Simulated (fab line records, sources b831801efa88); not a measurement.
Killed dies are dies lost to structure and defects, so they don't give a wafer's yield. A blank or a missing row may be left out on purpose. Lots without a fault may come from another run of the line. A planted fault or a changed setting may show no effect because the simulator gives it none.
Chamber matching | flow gf180mcu | GF_POLY_GATE_ETCH_13 on rie_si-01: 4 sister chambers
The step etches poly-Si in HBr/Cl2, stops on SiO2, target depth 198.5 nm, time 69.6 s. 16 wafers are shown with their chamber, then 8 later ones without.

WAFERS WITH THEIR CHAMBER
wafer  | chamber | drypump_motor_current_A (A) | oes_product_au (a.u.) | throttle_valve_pct (%)
L864.1 | 1       | 5.5                         | 0.984                 | 33.687
L864.2 | 2       | 5.0                         | 0.989                 | 33.687
L864.6 | 3       | 5.0                         | 0.973                 | 33.679
L867.4 | 1       | 5.5                         | 1.000                 | 33.673
L867.5 | 2       | 5.0                         | 0.997                 | 33.676
L867.6 | 1       | 5.5                         | 0.999                 | 33.692
L872.3 | 0       | 6.5                         | 1.011                 | 33.666
L872.4 | 2       | 5.1                         | 1.002                 | 33.687
L872.6 | 0       | 6.5                         | 0.998                 | 33.686
L873.1 | 1       | 5.5                         | 0.996                 | 33.689
L873.5 | 3       | 5.0                         | 0.963                 | 33.698
L873.6 | 0       | 6.4                         | 0.993                 | 33.682
L876.3 | 1       | 5.5                         | 0.992                 | 33.706
L876.4 | 2       | 5.0                         | 0.984                 | 33.686
L876.5 | 1       | 5.5                         | 0.994                 | 33.673
L883.3 | 2       | 5.0                         | 1.000                 | 33.677

SIGNATURES (means of the wafers above)
reading                 | chamber 0 | chamber 1 | chamber 2 | chamber 3 | scatter within a chamber
drypump_motor_current_A | 6.467     | 5.500     | 5.020     | 5.000     | 0.035
oes_product_au          | 1.00067   | 0.99417   | 0.99440   | 0.96800   | 0.00722
throttle_valve_pct      | 33.67800  | 33.68667  | 33.68260  | 33.68850  | 0.0105
Rule: a wafer's distance from a chamber is the root of the sum, over the readings, of the square of ((its reading less the chamber's mean) divided by the reading's scatter). The wafer belongs to the nearest chamber; if the next one is less than 2 further off, it can't be placed. The scatter: the root of (the sum of the squares of (reading less its chamber's mean) over the shown wafers, divided by (wafers less chambers)).

WAFERS WITHOUT THEIR CHAMBER
wafer  | drypump_motor_current_A (A) | oes_product_au (a.u.) | throttle_valve_pct (%)
L883.4 | 6.5                         | 1.004                 | 33.708
L883.5 | 6.5                         | 0.988                 | 33.674
L884.1 | 5.5                         | 0.996                 | 33.684
L884.2 | 5.1                         | 0.999                 | 33.682
L884.4 | 5.0                         | 0.977                 | 33.688
L887.1 | 5.0                         | 1.005                 | 33.686
L887.2 | 6.4                         | 0.992                 | 33.678
L887.3 | 5.5                         | 0.992                 | 33.677

WHICH CHAMBER EACH WENT THROUGH
wafer  | from the rows above     | in truth
L883.4 | 0                       | 0
L883.5 | 0                       | 0
L884.1 | 1                       | 1
L884.2 | 2                       | 2
L884.4 | can't be placed: 3 or 2 | 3
L887.1 | 2                       | 2
L887.2 | 0                       | 0
L887.3 | 1                       | 1
Placed correctly: 7 of 8. Can't be placed from these rows: 1 (the true chamber is among the candidates in 1). Placed wrongly: 0.
